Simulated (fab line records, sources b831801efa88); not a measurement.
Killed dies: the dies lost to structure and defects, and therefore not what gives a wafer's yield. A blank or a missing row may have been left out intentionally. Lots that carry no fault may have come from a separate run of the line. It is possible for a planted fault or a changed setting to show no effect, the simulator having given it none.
Which tool is to blame? | flow gf180mcu | 39 wafers from 13 lots sampled at 4 of the route's 602 steps

## WHAT THE GAUGES SHOWED, per wafer
The record holds no reading of a measuring or inspecting step that can be judged against a usual standard deviation.

## WHICH TOOL RAN EACH LOT (tool, then ch and the chambers of the sampled wafers, then the start)
lot  | GF_HV_LDD_ETCHBACK_58              | GF_SALICIDE_SPUTTER_02       | GF_SALICIDE_RTA_08               | GF_V1_SPUTTER_21
L340 | rie diel-02 ch 2,3, day 12 19:41   | pvd sputter-03, day 15 10:31 | rtp anneal-02 ch 0, day 15 10:57 | pvd sputter-04, day 18 11:52
L341 | rie diel-03 ch 1,2,3, day 13 05:53 | pvd sputter-01, day 15 23:06 | rtp anneal-02 ch 0, day 15 23:32 | pvd sputter-02, day 19 00:24
L343 | rie diel-01 ch 0,1, day 13 10:22   | pvd sputter-03, day 16 03:04 | rtp anneal-01 ch 0, day 16 03:31 | pvd sputter-04, day 19 05:23
L347 | rie diel-01 ch 1,2,3, day 14 18:26 | pvd sputter-03, day 17 12:51 | rtp anneal-01 ch 0, day 17 13:19 | pvd sputter-02, day 20 16:27
L348 | rie diel-02 ch 0,1,2, day 14 23:41 | pvd sputter-01, day 17 19:37 | rtp anneal-01 ch 0, day 17 20:02 | pvd sputter-04, day 21 00:46
L349 | rie diel-03 ch 1,2,3, day 15 11:53 | pvd sputter-01, day 18 09:43 | rtp anneal-01 ch 0, day 18 10:08 | pvd sputter-01, day 21 15:55
L352 | rie diel-02 ch 1,3, day 16 09:56   | pvd sputter-03, day 19 09:45 | rtp anneal-01 ch 0, day 19 10:11 | pvd sputter-04, day 22 14:29
L354 | rie diel-03 ch 1,2, day 17 12:31   | pvd sputter-03, day 20 12:43 | rtp anneal-02 ch 0, day 20 13:08 | pvd sputter-01, day 23 15:02
L355 | rie diel-02 ch 2,3, day 17 19:34   | pvd sputter-01, day 20 21:31 | rtp anneal-01 ch 0, day 20 21:57 | pvd sputter-04, day 24 00:56
L358 | rie diel-02 ch 0,1,2, day 18 16:44 | pvd sputter-01, day 21 18:50 | rtp anneal-01 ch 0, day 21 19:21 | pvd sputter-04, day 24 19:56
L359 | rie diel-02 ch 1,2,3, day 19 01:28 | pvd sputter-01, day 22 04:12 | rtp anneal-01 ch 0, day 22 04:38 | pvd sputter-01, day 25 03:41
L360 | rie diel-03 ch 1,2, day 19 09:05   | pvd sputter-01, day 22 09:49 | rtp anneal-01 ch 0, day 22 10:14 | pvd sputter-01, day 25 11:06
L362 | rie diel-03 ch 1,2,3, day 20 05:11 | pvd sputter-03, day 23 05:52 | rtp anneal-02 ch 0, day 23 06:17 | pvd sputter-01, day 26 04:29
- GF_HV_LDD_ETCHBACK_58: etches Si3N4 in CH3F/O2, stops on SiO2, time 100 s, target depth 90 nm.
- GF_SALICIDE_SPUTTER_02: material Co, target thk 10 nm, time 20 s.
- GF_SALICIDE_RTA_08: time 30 s.
- GF_V1_SPUTTER_21: material Ti, target thk 15 nm, time 78.54 s.

## AS READ BY THE TOOLS THEMSELVES (means over the sampled wafers that have a number; for cases with no such wafer, the mark the record gives instead)
GF_HV_LDD_ETCHBACK_58. Usual: chamber pressure mTorr 25.001 mTorr, standard deviation 0.022; drypump motor current A 5.8 A, standard deviation 0.36; oes product au 0.842 a.u., standard deviation 0.0064; rf fwd power W 397.7 W, standard deviation 1.5; throttle valve pct 10.561 %, standard deviation 0.0098.
lot  | tool        | chamber pressure mTorr (mTorr) | drypump motor current A (A) | oes product au (a.u.) | rf fwd power W (W) | throttle valve pct (%) | flag
L340 | rie diel-02 | 25.011                         | 5.5                         | 0.840                 | 396.1              | 10.566                 |
L341 | rie diel-03 | 25.003                         | 5.6                         | 0.842                 | 397.4              | 10.558                 |
L343 | rie diel-01 | 25.004                         | 5.8                         | 0.844                 | 396.7              | 10.564                 |
L347 | rie diel-01 | 25.010                         | 5.9                         | 0.839                 | 397.4              | 10.561                 |
L348 | rie diel-02 | 25.001                         | 6.0                         | 0.837                 | 397.0              | 10.545                 |
L349 | rie diel-03 | 25.016                         | 5.6                         | 0.835                 | 399.0              | 10.566                 |
L352 | rie diel-02 | 24.984                         | 5.6                         | 0.835                 | 396.5              | 10.563                 |
L354 | rie diel-03 | 25.011                         | 5.5                         | 0.836                 | 397.4              | 10.562                 |
L355 | rie diel-02 | 24.979                         | 5.5                         | 0.842                 | 397.1              | 10.560                 |
L358 | rie diel-02 | 24.996                         | 6.0                         | 0.841                 | 333.2              | 10.553                 | OFF
L359 | rie diel-02 | 24.991                         | 5.9                         | 0.843                 | 333.8              | 10.567                 | OFF
L360 | rie diel-03 | 24.996                         | 5.5                         | 0.843                 | 396.6              | 10.562                 |
L362 | rie diel-03 | 24.993                         | 5.6                         | 0.848                 | 398.0              | 10.563                 |

GF_SALICIDE_SPUTTER_02. Usual: cathode dc power W 972.89 W, standard deviation 0.17; throttle valve pct 29.6 %, standard deviation 1.1.
lot  | tool           | cathode dc power W (W) | throttle valve pct (%) | flag
L340 | pvd sputter-03 | 972.96                 | 30.6                   |
L341 | pvd sputter-01 | 972.95                 | 29.3                   |
L343 | pvd sputter-03 | 972.94                 | 30.0                   |
L347 | pvd sputter-03 | 972.89                 | 29.5                   |
L348 | pvd sputter-01 | 972.86                 | 29.4                   |
L349 | pvd sputter-01 | 972.96                 | 29.0                   |
L352 | pvd sputter-03 | 972.95                 | 31.8                   |
L354 | pvd sputter-03 | 972.99                 | 29.4                   |
L355 | pvd sputter-01 | 972.97                 | 28.7                   |
L358 | pvd sputter-01 | 972.82                 | 29.7                   |
L359 | pvd sputter-01 | 972.87                 | 29.0                   |
L360 | pvd sputter-01 | 972.87                 | 28.6                   |
L362 | pvd sputter-03 | 972.90                 | 30.5                   |

GF_SALICIDE_RTA_08. Usual: chamber o2 ppm 1.994, standard deviation 0.024; lamp power pct 18.33 %, standard deviation 0.12; wafer_temp_C_max 803.4, standard deviation 1.2.
lot  | tool          | chamber o2 ppm | lamp power pct (%) | wafer_temp_C_max | flag
L340 | rtp anneal-02 | 1.998          | 18.49              | 805.2            |
L341 | rtp anneal-02 | 1.976          | 18.50              | 805.8            |
L343 | rtp anneal-01 | 1.991          | 18.23              | 803.0            |
L347 | rtp anneal-01 | 2.002          | 18.25              | 802.4            |
L348 | rtp anneal-01 | 2.028          | 18.23              | 803.0            |
L349 | rtp anneal-01 | 2.015          | 18.24              | 804.0            |
L352 | rtp anneal-01 | 2.024          | 18.25              | 802.5            |
L354 | rtp anneal-02 | 1.986          | 18.49              | 805.1            |
L355 | rtp anneal-01 | 2.003          | 18.24              | 802.5            |
L358 | rtp anneal-01 | 2.009          | 18.24              | 802.3            |
L359 | rtp anneal-01 | 2.003          | 18.24              | 802.9            |
L360 | rtp anneal-01 | 1.977          | 18.24              | 802.8            |
L362 | rtp anneal-02 | 1.977          | 18.47              | 805.1            |

GF_V1_SPUTTER_21. Usual: cathode dc power W 2500.0 W, standard deviation 0.47; throttle valve pct 29.7 %, standard deviation 0.96.
lot  | tool           | cathode dc power W (W) | throttle valve pct (%) | flag
L340 | pvd sputter-04 | 2500.0                 | 30.3                   |
L341 | pvd sputter-02 | 2500.0                 | 29.3                   |
L343 | pvd sputter-04 | 2500.1                 | 29.7                   |
L347 | pvd sputter-02 | 2500.9                 | 29.7                   |
L348 | pvd sputter-04 | 2500.2                 | 29.0                   |
L349 | pvd sputter-01 | 2500.2                 | 29.3                   |
L352 | pvd sputter-04 | 2499.8                 | 31.0                   |
L354 | pvd sputter-01 | 2500.1                 | 29.0                   |
L355 | pvd sputter-04 | 2500.3                 | 31.3                   |
L358 | pvd sputter-04 | 2500.1                 | 30.0                   |
L359 | pvd sputter-01 | 2499.9                 | 29.2                   |
L360 | pvd sputter-01 | 2499.5                 | 28.7                   |
L362 | pvd sputter-01 | 2499.7                 | 29.2                   |

## THE ANSWER, worked out from the rows above alone
Rule: lot off if the mean of its wafers having a number is beyond 3 standard deviations from the usual mean. Also off: a lot with no number at a reading for which 4 or more lots have one. The other lots that the step has rows for count as sound. Order of review: gauges by route order, followed by the tools' own readings, for which a lot's mean as printed above is used. The first step at which some lot is off is used, and at that step the reading that is off furthest; a lot without a number counts as furthest.
Off: L358, L359, at GF_HV_LDD_ETCHBACK_58 (rf fwd power W).
If a tool, at that step or one of the process steps before it, ran each lot that is off and ran no sound lot following the first of them, it fits. One fits: GF_HV_LDD_ETCHBACK_58 on rie diel-02. Its last sound lot is L355 (day 17 19:34), its first lot that is off L358 (day 18 16:44): a fault that began between those two fits.
On the lots that are off, the tool's own readings at GF_HV_LDD_ETCHBACK_58 differ by more than 5 times the standard deviation of the sound lots' means, which bears it out; rf fwd power W reads 333.5 W there versus 397.2 W on the sound lots.

## WHAT THE SIMULATOR PUT IN
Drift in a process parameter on rie diel-02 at GF_HV_LDD_ETCHBACK_58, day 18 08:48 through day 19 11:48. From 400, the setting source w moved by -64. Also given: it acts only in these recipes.
Struck lots among those shown: L358, L359. The rule above reached the same finding.
